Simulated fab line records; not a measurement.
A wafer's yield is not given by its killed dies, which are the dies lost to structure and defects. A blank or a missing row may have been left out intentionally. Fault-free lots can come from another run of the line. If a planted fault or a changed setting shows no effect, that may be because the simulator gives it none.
Chamber matching || flow gf180mcu || pecvd-03 running GF_PASSIVATION_CVD_02: 3 sister chambers
The step deposits Si3N4, target thk 700 nm, time 486.18 s. 16 wafers are shown with their chamber, then 8 later ones without.

## WAFERS PAIRED WITH THEIR CHAMBERS
{"wafer": "L077.1", "chamber": 1, "heater-power-w (W)": 857}
{"wafer": "L077.5", "chamber": 0, "heater-power-w (W)": 608}
{"wafer": "L077.6", "chamber": 1, "heater-power-w (W)": 873}
{"wafer": "L082.3", "chamber": 1, "heater-power-w (W)": 797}
{"wafer": "L082.4", "chamber": 1, "heater-power-w (W)": 842}
{"wafer": "L082.6", "chamber": 0, "heater-power-w (W)": 732}
{"wafer": "L083.2", "chamber": 0, "heater-power-w (W)": 723}
{"wafer": "L083.4", "chamber": 2, "heater-power-w (W)": 640}
{"wafer": "L083.6", "chamber": 1, "heater-power-w (W)": 851}
{"wafer": "L084.2", "chamber": 1, "heater-power-w (W)": 882}
{"wafer": "L084.3", "chamber": 2, "heater-power-w (W)": 598}
{"wafer": "L084.5", "chamber": 0, "heater-power-w (W)": 613}
{"wafer": "L085.3", "chamber": 2, "heater-power-w (W)": 564}
{"wafer": "L085.4", "chamber": 0, "heater-power-w (W)": 608}
{"wafer": "L085.6", "chamber": 2, "heater-power-w (W)": 604}
{"wafer": "L087.1", "chamber": 0, "heater-power-w (W)": 680}

SIGNATURES (means of the wafers above)
{"reading": "heater-power-w", "chamber 0": 660.67, "chamber 1": 850.33, "chamber 2": 601.50, "scatter within a chamber": 43.5}
Rule: for each reading, subtract the chamber's mean from the wafer's reading, divide by that reading's scatter and square the result; add these up over the readings and take the root, which gives the wafer's distance from the chamber. The wafer belongs to the nearest chamber; if the next one is less than 2 further off, it can't be placed. The scatter: take each reading less its chamber's mean, square it, sum over the shown wafers, divide by the number of wafers less the number of chambers, and take the root.

## WAFERS MISSING THEIR CHAMBER
{"wafer": "L087.4", "heater-power-w (W)": 805}
{"wafer": "L087.5", "heater-power-w (W)": 684}
{"wafer": "L094.2", "heater-power-w (W)": 555}
{"wafer": "L094.5", "heater-power-w (W)": 827}
{"wafer": "L094.6", "heater-power-w (W)": 601}
{"wafer": "L096.1", "heater-power-w (W)": 813}
{"wafer": "L096.2", "heater-power-w (W)": 567}
{"wafer": "L096.6", "heater-power-w (W)": 721}

## EACH ONE'S CHAMBER
{"wafer": "L087.4", "from the rows above": 1, "in truth": 1}
{"wafer": "L087.5", "from the rows above": "can't be placed: 0 or 2", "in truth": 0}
{"wafer": "L094.2", "from the rows above": "can't be placed: 2 or 0", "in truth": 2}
{"wafer": "L094.5", "from the rows above": 1, "in truth": 1}
{"wafer": "L094.6", "from the rows above": "can't be placed: 2 or 0", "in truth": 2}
{"wafer": "L096.1", "from the rows above": 1, "in truth": 1}
{"wafer": "L096.2", "from the rows above": "can't be placed: 2 or 0", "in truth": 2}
{"wafer": "L096.6", "from the rows above": "can't be placed: 0 or 2 or 1", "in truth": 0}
3 of 8 placed correctly. Can't be placed from these rows: 5 (the true chamber is among the candidates in 5). Wrongly placed: 0.
